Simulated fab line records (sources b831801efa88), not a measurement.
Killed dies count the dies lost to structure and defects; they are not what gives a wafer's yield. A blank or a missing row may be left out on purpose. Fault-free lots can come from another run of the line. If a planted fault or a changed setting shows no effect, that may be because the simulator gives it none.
Which tool did it? :: flow gf180mcu :: 13 lots with 39 wafers sampled at 5 steps, on a route of 602 steps

== WHAT EACH GAUGE READ, for each wafer ==
GF_DNWELL_TW_MEAS_09. Usual: for DNWELL_TW the level is 1337 and the standard deviation is 7.5.
lot: L902
measured: day 2 19:23
on: filmMetro-01
DNWELL_TW: 1349 1355 1352
flag: 

lot: L905
measured: day 3 10:52
on: filmMetro-02
DNWELL_TW: 1324 1331 1342
flag: 

lot: L906
measured: day 3 16:49
on: filmMetro-01
DNWELL_TW: 1347 1346 1342
flag: 

lot: L907
measured: day 3 22:43
on: filmMetro-02
DNWELL_TW: 1335 1328 1329
flag: 

lot: L909
measured: day 4 09:14
on: filmMetro-02
DNWELL_TW: 1337 1327 1329
flag: 

lot: L910
measured: day 4 14:05
on: filmMetro-03
DNWELL_TW: 1324 1323 1324
flag: 

lot: L911
measured: day 4 17:58
on: filmMetro-01
DNWELL_TW: 1339 1340 1336
flag: 

lot: L916
measured: day 6 00:11
on: filmMetro-03
DNWELL_TW: 1595 1587 1591
flag: OFF

lot: L918
measured: day 6 07:10
on: filmMetro-02
DNWELL_TW: 1575 1577 1578
flag: OFF

lot: L920
measured: day 6 18:25
on: filmMetro-02
DNWELL_TW: 1337 1342 1334
flag: 

lot: L921
measured: day 6 23:49
on: filmMetro-03
DNWELL_TW: 1318 1323 1331
flag: 

lot: L923
measured: day 7 11:29
on: filmMetro-03
DNWELL_TW: 1336 1329 1339
flag: 

lot: L925
measured: day 7 20:21
on: filmMetro-01
DNWELL_TW: 1351 1350 1344
flag: 

GF_HV_LDD_OVL_MEAS_32. Usual: for HV_LDD_02_OVL the level is 0.8 nm and the standard deviation is 1.2.
lot: L902
measured: day 11 18:18
on: overlay-02
HV_LDD_02_OVL (nm): 0.6 1.1 0.0
flag: 

lot: L905
measured: day 12 10:23
on: overlay-01
HV_LDD_02_OVL (nm): 0.7 0.1 0.2
flag: 

lot: L906
measured: day 12 19:38
on: overlay-01
HV_LDD_02_OVL (nm): 1.7 0.6 1.9
flag: 

lot: L907
measured: day 13 03:32
on: overlay-02
HV_LDD_02_OVL (nm): 1.1 -0.2 0.5
flag: 

lot: L909
measured: day 13 20:26
on: overlay-02
HV_LDD_02_OVL (nm): 3.0 1.2 0.9
flag: 

lot: L910
measured: day 14 03:53
on: overlay-02
HV_LDD_02_OVL (nm): 0.8 0.1 1.2
flag: 

lot: L911
measured: day 14 05:18
on: overlay-01
HV_LDD_02_OVL (nm): 1.6 1.1 2.0
flag: 

lot: L916
measured: day 16 03:30
on: overlay-02
HV_LDD_02_OVL (nm): 2.3 1.6 2.3
flag: 

lot: L918
measured: day 16 13:53
on: overlay-02
HV_LDD_02_OVL (nm): 1.9 0.9 0.9
flag: 

lot: L920
measured: day 17 08:06
on: overlay-02
HV_LDD_02_OVL (nm): 0.0 0.0 0.1
flag: 

lot: L921
measured: day 17 19:14
on: overlay-01
HV_LDD_02_OVL (nm): 2.1 0.8 -0.3
flag: 

lot: L923
measured: day 18 12:20
on: overlay-02
HV_LDD_02_OVL (nm): 3.0 0.7 1.2
flag: 

lot: L925
measured: day 19 01:21
on: overlay-02
HV_LDD_02_OVL (nm): 2.8 0.6 0.7
flag: 

GF_HV_LDD_CD_MEAS_46: target cd 400 nm. Usual: cdNm at 399.4 nm, with a standard deviation of 2.5.
lot: L902
measured: day 12 14:21
on: cdSem-01
cdNm (nm): 399.6 399.8 398.3
flag: 

lot: L905
measured: day 13 06:22
on: cdSem-01
cdNm (nm): 395.7 397.6 398.3
flag: 

lot: L906
measured: day 13 16:46
on: cdSem-02
cdNm (nm): 399.0 400.5 401.1
flag: 

lot: L907
measured: day 14 00:28
on: cdSem-02
cdNm (nm): 399.3 398.0 396.8
flag: 

lot: L909
measured: day 14 17:29
on: cdSem-01
cdNm (nm): 398.5 397.9 400.2
flag: 

lot: L910
measured: day 15 01:10
on: cdSem-02
cdNm (nm): 398.9 399.1 399.1
flag: 

lot: L911
measured: day 15 02:04
on: cdSem-02
cdNm (nm): 405.0 405.8 405.9
flag: 

lot: L916
measured: day 17 03:08
on: cdSem-01
cdNm (nm): 401.8 399.2 400.5
flag: 

lot: L918
measured: day 17 13:53
on: cdSem-01
cdNm (nm): 398.1 397.6 398.4
flag: 

lot: L920
measured: day 18 07:26
on: cdSem-01
cdNm (nm): 399.1 401.3 399.2
flag: 

lot: L921
measured: day 18 19:35
on: cdSem-01
cdNm (nm): 400.8 398.2 399.5
flag: 

lot: L923
measured: day 19 13:08
on: cdSem-01
cdNm (nm): 398.4 398.1 397.5
flag: 

lot: L925
measured: day 20 02:41
on: cdSem-01
cdNm (nm): 399.4 399.1 402.1
flag: 

== WHICH TOOL RAN EACH LOT (tool, then ch and the chambers of the sampled wafers, then the start) ==
lot: L902
GF_DNWELL_IMPLANT_07: implanter-01 ch 0, day 2 19:09
GF_VT_IMPLANT_STRIP_09: plasmaAsher-04 ch 0,1, day 5 18:01

lot: L905
GF_DNWELL_IMPLANT_07: implanter-04 ch 0, day 3 10:37
GF_VT_IMPLANT_STRIP_09: plasmaAsher-04 ch 0, day 6 11:11

lot: L906
GF_DNWELL_IMPLANT_07: implanter-04 ch 0, day 3 16:34
GF_VT_IMPLANT_STRIP_09: plasmaAsher-02 ch 0,1, day 6 17:58

lot: L907
GF_DNWELL_IMPLANT_07: implanter-01 ch 0, day 3 22:28
GF_VT_IMPLANT_STRIP_09: plasmaAsher-04 ch 0,1, day 6 23:20

lot: L909
GF_DNWELL_IMPLANT_07: implanter-03 ch 0, day 4 09:00
GF_VT_IMPLANT_STRIP_09: plasmaAsher-02 ch 0,1, day 7 11:31

lot: L910
GF_DNWELL_IMPLANT_07: implanter-04 ch 0, day 4 13:50
GF_VT_IMPLANT_STRIP_09: plasmaAsher-04 ch 0,1, day 7 18:13

lot: L911
GF_DNWELL_IMPLANT_07: implanter-03 ch 0, day 4 17:45
GF_VT_IMPLANT_STRIP_09: plasmaAsher-02 ch 0,1, day 7 20:41

lot: L916
GF_DNWELL_IMPLANT_07: implanter-04 ch 0, day 5 23:56
GF_VT_IMPLANT_STRIP_09: plasmaAsher-04 ch 0,1, day 9 07:44

lot: L918
GF_DNWELL_IMPLANT_07: implanter-04 ch 0, day 6 06:55
GF_VT_IMPLANT_STRIP_09: plasmaAsher-04 ch 0,1, day 9 15:37

lot: L920
GF_DNWELL_IMPLANT_07: implanter-01 ch 0, day 6 18:10
GF_VT_IMPLANT_STRIP_09: plasmaAsher-02 ch 0,1, day 10 05:37

lot: L921
GF_DNWELL_IMPLANT_07: implanter-01 ch 0, day 6 23:34
GF_VT_IMPLANT_STRIP_09: plasmaAsher-02 ch 0,1, day 10 12:01

lot: L923
GF_DNWELL_IMPLANT_07: implanter-01 ch 0, day 7 11:14
GF_VT_IMPLANT_STRIP_09: plasmaAsher-04 ch 0,1, day 11 01:10

lot: L925
GF_DNWELL_IMPLANT_07: implanter-01 ch 0, day 7 20:08
GF_VT_IMPLANT_STRIP_09: plasmaAsher-04 ch 0,1, day 11 10:36
- GF_DNWELL_IMPLANT_07
- GF_VT_IMPLANT_STRIP_09: strips in O2/N2.

== AS READ BY THE TOOLS THEMSELVES (means over the sampled wafers that have a number; for cases with no such wafer, the mark the record gives instead) ==
GF_DNWELL_IMPLANT_07. Usual: beamOnS 10.02 s, standard deviation 0.2; doseIonsCm2 1.0002e+13, standard deviation 1.1e+10; faradayCurrentUA 56.3, standard deviation 1.1.
lot: L902
tool: implanter-01
beamOnS (s): 10.02
doseIonsCm2: 9.9950e+12
faradayCurrentUA: 56.1
flag: 

lot: L905
tool: implanter-04
beamOnS (s): 9.88
doseIonsCm2: 1.0001e+13
faradayCurrentUA: 57.0
flag: 

lot: L906
tool: implanter-04
beamOnS (s): 10.04
doseIonsCm2: 9.9903e+12
faradayCurrentUA: 56.4
flag: 

lot: L907
tool: implanter-01
beamOnS (s): 10.06
doseIonsCm2: 9.9953e+12
faradayCurrentUA: 56.1
flag: 

lot: L909
tool: implanter-03
beamOnS (s): 9.91
doseIonsCm2: 1.0004e+13
faradayCurrentUA: 56.9
flag: 

lot: L910
tool: implanter-04
beamOnS (s): 10.21
doseIonsCm2: 9.9917e+12
faradayCurrentUA: 55.2
flag: 

lot: L911
tool: implanter-03
beamOnS (s): 9.97
doseIonsCm2: 1.0002e+13
faradayCurrentUA: 56.5
flag: 

lot: L916
tool: implanter-04
beamOnS (s): 10.09
doseIonsCm2: 1.6929e+13
faradayCurrentUA: 94.9
flag: OFF

lot: L918
tool: implanter-04
beamOnS (s): 9.92
doseIonsCm2: 1.6921e+13
faradayCurrentUA: 96.1
flag: OFF

lot: L920
tool: implanter-01
beamOnS (s): 9.95
doseIonsCm2: 1.0010e+13
faradayCurrentUA: 56.6
flag: 

lot: L921
tool: implanter-01
beamOnS (s): 10.11
doseIonsCm2: 1.0007e+13
faradayCurrentUA: 55.7
flag: 

lot: L923
tool: implanter-01
beamOnS (s): 9.96
doseIonsCm2: 9.9997e+12
faradayCurrentUA: 56.5
flag: 

lot: L925
tool: implanter-01
beamOnS (s): 9.89
doseIonsCm2: 1.0014e+13
faradayCurrentUA: 56.9
flag: 

GF_VT_IMPLANT_STRIP_09. Usual: drypumpMotorCurrentA 5.4 A, standard deviation 0.54; heaterPowerW 321 W, standard deviation 36; oesProductAu 0.715 a.u., standard deviation 0.0046; stripTimeToEndpointS 12.62 s, standard deviation 0.034.
lot: L902
tool: plasmaAsher-04
drypumpMotorCurrentA (A): 5.5
heaterPowerW (W): 294
oesProductAu (a.u.): 0.720
stripTimeToEndpointS (s): 12.62
flag: 

lot: L905
tool: plasmaAsher-04
drypumpMotorCurrentA (A): 5.8
heaterPowerW (W): 274
oesProductAu (a.u.): 0.717
stripTimeToEndpointS (s): 12.58
flag: 

lot: L906
tool: plasmaAsher-02
drypumpMotorCurrentA (A): 5.1
heaterPowerW (W): 367
oesProductAu (a.u.): 0.712
stripTimeToEndpointS (s): 12.61
flag: 

lot: L907
tool: plasmaAsher-04
drypumpMotorCurrentA (A): 5.2
heaterPowerW (W): 316
oesProductAu (a.u.): 0.719
stripTimeToEndpointS (s): 12.63
flag: 

lot: L909
tool: plasmaAsher-02
drypumpMotorCurrentA (A): 5.6
heaterPowerW (W): 374
oesProductAu (a.u.): 0.716
stripTimeToEndpointS (s): 12.65
flag: 

lot: L910
tool: plasmaAsher-04
drypumpMotorCurrentA (A): 5.2
heaterPowerW (W): 310
oesProductAu (a.u.): 0.711
stripTimeToEndpointS (s): 12.65
flag: 

lot: L911
tool: plasmaAsher-02
drypumpMotorCurrentA (A): 5.6
heaterPowerW (W): 375
oesProductAu (a.u.): 0.711
stripTimeToEndpointS (s): 12.58
flag: 

lot: L916
tool: plasmaAsher-04
drypumpMotorCurrentA (A): 5.5
heaterPowerW (W): 292
oesProductAu (a.u.): 0.714
stripTimeToEndpointS (s): 12.58
flag: 

lot: L918
tool: plasmaAsher-04
drypumpMotorCurrentA (A): 5.1
heaterPowerW (W): 307
oesProductAu (a.u.): 0.711
stripTimeToEndpointS (s): 12.60
flag: 

lot: L920
tool: plasmaAsher-02
drypumpMotorCurrentA (A): 5.6
heaterPowerW (W): 369
oesProductAu (a.u.): 0.714
stripTimeToEndpointS (s): 12.62
flag: 

lot: L921
tool: plasmaAsher-02
drypumpMotorCurrentA (A): 5.1
heaterPowerW (W): 364
oesProductAu (a.u.): 0.716
stripTimeToEndpointS (s): 12.62
flag: 

lot: L923
tool: plasmaAsher-04
drypumpMotorCurrentA (A): 5.5
heaterPowerW (W): 294
oesProductAu (a.u.): 0.713
stripTimeToEndpointS (s): 12.58
flag: 

lot: L925
tool: plasmaAsher-04
drypumpMotorCurrentA (A): 5.2
heaterPowerW (W): 308
oesProductAu (a.u.): 0.717
stripTimeToEndpointS (s): 12.56
flag: 

== THE ANSWER, worked out from the rows above alone ==
Rule: take the mean of a lot's wafers that have a number; if it is more than 3 standard deviations from the usual mean, the lot is off. Also off: a lot with no number at a reading for which 4 or more lots have one. All remaining lots with rows at the step are treated as sound. Order of review: gauges by route order, followed by the tools' own readings, for which a lot's mean as printed above is used. The first step at which some lot is off is used, and at that step the reading that is off furthest; a lot without a number counts as furthest.
Off: L916, L918, at GF_DNWELL_TW_MEAS_09 (DNWELL_TW).
A tool fits if, at a process step before that reading, it ran every lot that is off, and no sound lot after the first of them. The gauges at GF_DNWELL_TW_MEAS_09 aren't tried: what is off there is off at GF_DNWELL_IMPLANT_07 too, on other tools, and a gauge's error can't cause that. One fits: implanter-04 at GF_DNWELL_IMPLANT_07. Its last sound lot is L910 (day 4 13:50), its first lot that is off L916 (day 5 23:56): a fault that began between those two fits.
The tool's own readings at GF_DNWELL_IMPLANT_07 bear it out: on the lots that are off they differ by more than 5 times the standard deviation of the sound lots' means. doseIonsCm2 reads 1.6925e+13 there against 1.0001e+13 on the sound lots; faradayCurrentUA reads 95.5 there against 56.4 on the sound lots.

== WHAT THE SIMULATOR PUT IN ==
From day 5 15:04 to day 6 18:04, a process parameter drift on implanter-04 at GF_DNWELL_IMPLANT_07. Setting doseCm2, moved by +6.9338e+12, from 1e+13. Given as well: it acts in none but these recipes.
Struck lots among those shown: L916, L918. Same finding as the rule above.
